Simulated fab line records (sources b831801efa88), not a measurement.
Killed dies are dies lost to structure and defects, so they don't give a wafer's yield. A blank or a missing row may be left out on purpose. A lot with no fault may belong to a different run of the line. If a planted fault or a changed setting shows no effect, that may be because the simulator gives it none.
Split-lot experiment | flow sky130 | on a route of 708 steps: 5 lots, 23 wafers read

== SPLIT DETAILS ==
At SKY_CONTACT_DEVELOP_13 (develop time 60 s), the setting dev_temp_c was moved away from the recipe's 21 C on 12 of the 23 wafers read, by -16.0% to +14.3%. This setting was run at the recipe's value on the other wafers.

No step appears in the file between the split and the reading.

== THE READING ==
Shown in nm: cd_nm at SKY_CONTACT_CD_MEAS_14, with target cd 170 nm. On this fab line, fault-free wafers typically give 170.0 nm with a standard deviation of 1.3 nm.

wafer  | tool, chamber at the split | dev_temp_c as run, C | against the recipe | cd_nm, nm | against lot-mates on the recipe
L078.2 | litho_track-02, 0          | 21                   | recipe             | 169.5     | -
L078.4 | litho_track-02, 0          | 21                   | recipe             | 169.3     | -
L078.6 | litho_track-02, 0          | 21                   | recipe             | 168.2     | -
L079.1 | litho_track-02, 0          | 17.64                | -16.0%             | 166.6     | -4.9
L079.2 | litho_track-02, 0          | 17.64                | -16.0%             | 168.5     | -3.0
L079.3 | litho_track-02, 0          | 21                   | recipe             | 171.5     | -
L079.5 | litho_track-02, 0          | 21                   | recipe             | 171.5     | -
L079.6 | litho_track-02, 0          | 17.64                | -16.0%             | 166.7     | -4.8
L081.1 | litho_track-04, 0          | 19.12                | -9.0%              | 168.7     | -1.9
L081.2 | litho_track-04, 0          | 19.12                | -9.0%              | 168.6     | -2.0
L081.3 | litho_track-04, 0          | 21                   | recipe             | 170.2     | -
L081.5 | litho_track-04, 0          | 19.12                | -9.0%              | 168.8     | -1.8
L081.6 | litho_track-04, 0          | 21                   | recipe             | 170.9     | -
L082.1 | litho_track-04, 0          | 18.05                | -14.0%             | 166.9     | -2.5
L082.3 | litho_track-04, 0          | 18.05                | -14.0%             | 167.2     | -2.2
L082.4 | litho_track-04, 0          | 21                   | recipe             | 169.3     | -
L082.5 | litho_track-04, 0          | 18.05                | -14.0%             | 166.5     | -2.9
L082.6 | litho_track-04, 0          | 21                   | recipe             | 169.4     | -
L084.1 | litho_track-02, 0          | 21                   | recipe             | 169.6     | -
L084.2 | litho_track-02, 0          | 24                   | +14.3%             | 169.7     | +0.8
L084.3 | litho_track-02, 0          | 21                   | recipe             | 168.1     | -
L084.5 | litho_track-02, 0          | 24                   | +14.3%             | 171.3     | +2.5
L084.6 | litho_track-02, 0          | 24                   | +14.3%             | 173.0     | +4.2

FIT RESULTS
A straight line over all 23 wafers: cd_nm changes by +0.147 nm for each +1% of dev_temp_c; r = +0.80; the points scatter about the line by 1.1 nm.
The same after taking each lot's own level away (the mean of its wafers on the recipe; 23 wafers): +0.205 nm for each +1%; r = +0.93; scatter 0.81 nm.
According to that fit, moving dev_temp_c by its largest amount changes the reading by 3.3 nm.
The span of the lots' own levels, 168.85 to 171.50 nm, comes to 2.0 times the standard deviation stated above.
So the slope is not independent of the lot-to-lot level: the two fits are not the same.
Check: with one of the wafers moved furthest among these (-16.0%) left out of the fit, the line predicts -3.2 nm for it against its lot-mates. It came out at -4.9 nm against them.

== FURTHER SPLITS ON THESE WAFERS ==
Note: prior to the reading, these wafers also went through further splits. Each is held against what the fit with the lots' levels taken away leaves over:
other split on the same wafers                 | wafers away from the commonest value | r with cd_nm (lot level and that fit taken away)
SKY_LDD_HVP_IMPLANT_08 energy_kev              | 8                                    | -0.19
SKY_POLY_CUT_ETCH_10 time_s                    | 9                                    | -0.04
SKY_SD_N_IMPLANT_09 energy_kev                 | 7                                    | +0.19
SKY_LI_CONTACT_HDPCVD_00 time_s                | 10                                   | +0.10
SKY_LOCAL_INTERCONNECT_COAT_06 spin_rpm        | 5                                    | +0.14
SKY_LOCAL_INTERCONNECT_STRIP_15 pressure_mtorr | 15                                   | -0.25

== THE FILE'S OWN FIT ==
cd_nm changes by +0.21 nm for each +1% of dev_temp_c, r = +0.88.
